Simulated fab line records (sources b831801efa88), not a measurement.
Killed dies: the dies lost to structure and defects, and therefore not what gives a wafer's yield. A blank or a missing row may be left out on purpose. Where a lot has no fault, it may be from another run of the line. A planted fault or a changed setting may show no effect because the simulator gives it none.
Comparing a struck lot with a sound one | flow sky130 | 43 out of 708 route steps
Sound: these wafers, L659.2, L659.4, L659.6. The struck wafers were L675.1, L675.4, L675.6. The cause is given at the end.
Per side, at each step with rows, come the tool, then ch with its chambers, and then its first start. Under that, the readings that differ: sound wafers | struck wafers | difference of the means | sigmas: that difference in standard deviations of wafers without a fault.
alike: a reading whose means differ by less than 2 such deviations, as well as words and numbers matching on both sides. not compared: withheld readings; readings where some wafer has no value; bounds like >300 that might hide an equal value; numbers whose values overlap and for which the record gives no deviation.
Wherever a step has rows on one side only, a row that says differs or no value, or a row with sigmas, the two part there. Numbers that have no deviation but don't overlap get no sigmas and don't part them. Lack of a reading on every wafer of one side parts them only where that side has two or more wafers.

SKY_LI_CONTACT_OVL_MEAS_13:
  sound on overlay-01 at day 29 03:25; struck on overlay-01 at day 34 05:08
  alike: LI_CONTACT_OVL
then, 2 steps without rows for these wafers: SKY_LI_CONTACT_ETCH_14 (etches BARC in N2/H2, stops on SiO2, time 45.9 s, target depth 60 nm); SKY_LI_CONTACT_ETCH_15 (etches PSG in C4F8/O2/Ar, stops on Si, target depth 600 nm).
SKY_LI_CONTACT_STRIP_16: strips in O2/N2.
  sound on plasma_asher-02 ch 0,1, day 29 03:35; struck on plasma_asher-02 ch 0,1, day 34 05:19
  alike: chamber_pressure_mTorr, drypump_motor_current_A, oes_product_au, strip_time_to_endpoint_s
  not compared: rf_hours_counter_h
then, 2 steps without rows for these wafers: SKY_LI_CONTACT_CLEAN_17 (cleans in NMP, time 600 s); SKY_LI_CONTACT_PRE_CLEAN_18 (time 5.6 s).
SKY_LI_CONTACT_SPUTTER_19: material Ti, target thk 20 nm, time 106.37 s.
  sound on pvd_sputter-04 at day 29 03:54; struck on pvd_sputter-01 at day 34 05:36
  alike: throttle_valve_pct
SKY_LI_CONTACT_SPUTTER_20: material TiN, target thk 20 nm, time 80 s.
  sound on pvd_sputter-04 at day 29 03:58; struck on pvd_sputter-01 at day 34 05:41
  alike: throttle_valve_pct
then, 1 step without rows for these wafers: SKY_LI_CONTACT_CVD_21 (deposits W, target thk 400 nm, time 120.56 s).
SKY_LI_CONTACT_RS_MEAS_22: uses a four-point probe to measure.
  sound on film_metro-02 at day 29 04:11; struck on film_metro-03 at day 34 05:52
  alike: LI_CONTACT_W_RS
SKY_LI_CONTACT_THK_MEAS_23: measures by xrf.
  sound on film_metro-02 at day 29 04:17; struck on film_metro-03 at day 34 05:59
  alike: LI_CONTACT_W_THK
then, 1 step without rows for these wafers: SKY_LI_CONTACT_CMP_24 (polishes, stops on PSG, t overpolish 20 s, target thk 0 nm).
SKY_LOCAL_INTERCONNECT_SPUTTER_00: material TiN, target thk 100 nm, time 83.3 s.
  sound on pvd_sputter-02 at day 29 04:38; struck on pvd_sputter-02 at day 34 06:20
  alike: throttle_valve_pct
SKY_LOCAL_INTERCONNECT_RS_MEAS_01: uses a four-point probe to measure.
  sound on film_metro-03 at day 29 04:44; struck on film_metro-03 at day 34 06:25
  alike: LOCAL_INTERCONNECT_TIN_RS
SKY_LOCAL_INTERCONNECT_THK_MEAS_02: measures by xrf.
  sound on film_metro-03 at day 29 04:50; struck on film_metro-03 at day 34 06:32
  alike: LOCAL_INTERCONNECT_TIN_THK
then, 8 steps without rows for these wafers: SKY_LOCAL_INTERCONNECT_DEHYDRATE_03 (time 60 s); SKY_LOCAL_INTERCONNECT_HMDS_04 (prime time 60 s); SKY_LOCAL_INTERCONNECT_COAT_05 (resist thk 60 nm); SKY_LOCAL_INTERCONNECT_COAT_06 (resist thk 450 nm); SKY_LOCAL_INTERCONNECT_SOFTBAKE_07 (time 90 s); SKY_LOCAL_INTERCONNECT_EXPOSE_08 (exposes mask LI1M, target cd 170 nm); SKY_LOCAL_INTERCONNECT_PEB_09; SKY_LOCAL_INTERCONNECT_DEVELOP_10 (develop time 60 s).
SKY_LOCAL_INTERCONNECT_CD_MEAS_11 targets a cd of 170 nm.
  sound on cd_sem-02 at day 30 07:53; struck on cd_sem-02 at day 35 09:13
  alike: cd_nm
SKY_LOCAL_INTERCONNECT_OVL_MEAS_12:
  sound on overlay-02 at day 30 07:59; struck on overlay-01 at day 35 09:20
  alike: LOCAL_INTERCONNECT_OVL
then, 2 steps without rows for these wafers: SKY_LOCAL_INTERCONNECT_ETCH_13 (etches BARC in N2/H2, stops on SiO2, time 45.9 s, target depth 60 nm); SKY_LOCAL_INTERCONNECT_METAL_ETCH_14 (etches TiN in Cl2/BCl3, stops on PSG, target depth 110 nm, time 31.4 s).
SKY_LOCAL_INTERCONNECT_STRIP_15: strips in O2/N2.
  sound on plasma_asher-04 ch 0,1, day 30 08:08; struck on plasma_asher-03 ch 1, day 35 09:29
  alike: chamber_pressure_mTorr, drypump_motor_current_A, oes_product_au, strip_time_to_endpoint_s
  not compared: rf_hours_counter_h
then, 3 steps without rows for these wafers: SKY_LOCAL_INTERCONNECT_STRIP_16 (strips in post etch residue remover, time 1200 s); SKY_LOCAL_INTERCONNECT_CLEAN_17 (cleans in IPA, time 180 s); SKY_LOCAL_INTERCONNECT_CLEAN_18 (cleans in O3/DIW).
SKY_CONTACT_CVD_00: deposits Si3N4, target thk 75 nm.
  sound on pecvd-04 ch 0,1,2, day 30 08:43; struck on pecvd-01 ch 0,2, day 35 10:07
  alike: heater_power_w
SKY_CONTACT_THK_MEAS_01:
  sound on film_metro-03 at day 30 08:46; struck on film_metro-03 at day 35 10:10
  alike: CONTACT_CVD_00_THK
then, 1 step without rows for these wafers: SKY_CONTACT_HDPCVD_02 (deposits SiO2, target thk 565 nm, time 94.2 s).
SKY_CONTACT_THK_MEAS_03:
  sound on film_metro-02 at day 30 08:54; struck on film_metro-04 at day 35 10:17
  alike: CONTACT_HDPCVD_THK
then, 1 step without rows for these wafers: SKY_CONTACT_CMP_04 (polishes SiO2).
SKY_CONTACT_BOW_MEAS_05:
  sound on film_metro-04 at day 30 09:16; struck on film_metro-04 at day 35 10:39
  alike: CONTACT_BOW
then, 5 steps without rows for these wafers: SKY_CONTACT_DEHYDRATE_06 (time 60 s); SKY_CONTACT_HMDS_07 (prime time 60 s); SKY_CONTACT_COAT_08 (resist thk 60 nm); SKY_CONTACT_COAT_09 (resist thk 450 nm); SKY_CONTACT_SOFTBAKE_10 (time 90 s).
-- the record jumps here: 14 days lie between the struck wafers' starts before and after (it left off in module CONTACT and takes up again in module PAD_OPEN, whose first step shown is number 708 of the route) --
SKY_PAD_OPEN_PROBE_99:
  rows exist in the record for the struck wafers here (prober-01, day 49 09:53), but not for the sound ones

## WHERE THEY PART
Only at SKY_PAD_OPEN_PROBE_99, within this record.

WHY: what had been put in by the simulator
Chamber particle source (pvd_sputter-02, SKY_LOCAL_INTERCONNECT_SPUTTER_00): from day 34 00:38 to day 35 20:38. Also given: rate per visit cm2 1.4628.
